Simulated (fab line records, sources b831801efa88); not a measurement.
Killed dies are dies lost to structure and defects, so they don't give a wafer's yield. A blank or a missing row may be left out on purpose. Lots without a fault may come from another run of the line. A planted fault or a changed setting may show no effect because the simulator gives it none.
The same fault as seen by 2 desks || flow gf180mcu || only its own numbers are on each desk; what lay behind them is given at the end

== FROM THE METROLOGY DESK ==
Lot by lot, what the gauges showed, no matter which tool ran the lot: averages of those sampled wafers that carry a number. Marked OUT: a lot whose mean sits more than 4 standard deviations from the usual mean, which makes it out of limits; the brackets give that distance.
Columns: A = cdNm at GF_M5_CD_MEAS_07, usual 280.5 nm; B = M5_OVL at GF_M5_OVL_MEAS_08, usual 5 nm
{"lot": "L444", "first seen here": "day 26 20:29", "A": 280.5, "B": 8}
{"lot": "L445", "first seen here": "day 27 15:22", "A": 280.9, "B": 5}
{"lot": "L456", "first seen here": "day 30 13:47", "A": 284.4, "B": 3}
{"lot": "L458", "first seen here": "day 31 03:40", "A": 284.7, "B": 7}
{"lot": "L460", "first seen here": "day 31 17:34", "A": 279.5, "B": 4}
{"lot": "L462", "first seen here": "day 32 04:44", "A": 280.7, "B": 5}
This desk's verdict: no lot among the 6 shows anything out of limits.

== AT THE TOOL OWNER'S DESK: lithoTrack-04 ==
The tool's own readings at GF_M5_PEB_05 (peb time 90 s): means of the sampled wafers that have a number, for each lot that ran on this tool. Marked OUT: a lot whose mean sits more than 4 standard deviations from the usual mean, which makes it out of limits; the brackets give that distance.
Columns: A = heaterPowerTotalW at GF_M5_PEB_05, usual 85.70 W; B = plateTempC at GF_M5_PEB_05, usual 134.97 C
{"lot": "L445", "first seen here": "day 27 15:02", "A": 85.70, "B": 135.09}
{"lot": "L456", "first seen here": "day 30 13:26", "A": "88.63 (+37) OUT", "B": "-"}
{"lot": "L458", "first seen here": "day 31 03:20", "A": "88.66 (+37) OUT", "B": "-"}
This desk finds L456, L458 out of limits, L456 being first, at day 30 13:26 (heaterPowerTotalW at GF_M5_PEB_05). L445 stayed within limits.

== PUT TOGETHER ==
The tool owner's desk had the chance to raise an alarm at day 30 13:26 on L456, L458.
Nothing out of limits was seen by the metrology desk.
The metrology desk has L456, L458 on record, within its limits.
Every lot named ran GF_M5_PEB_05 on lithoTrack-04.

== WHAT THE SIMULATOR PUT IN ==
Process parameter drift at GF_M5_PEB_05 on lithoTrack-04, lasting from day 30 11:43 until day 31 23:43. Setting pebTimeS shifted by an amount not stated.
Shown lots that were struck: L456, L458.
How many hours passed from the start of the fault until each desk's first out-of-limits reading: the tool owner's desk, 2.
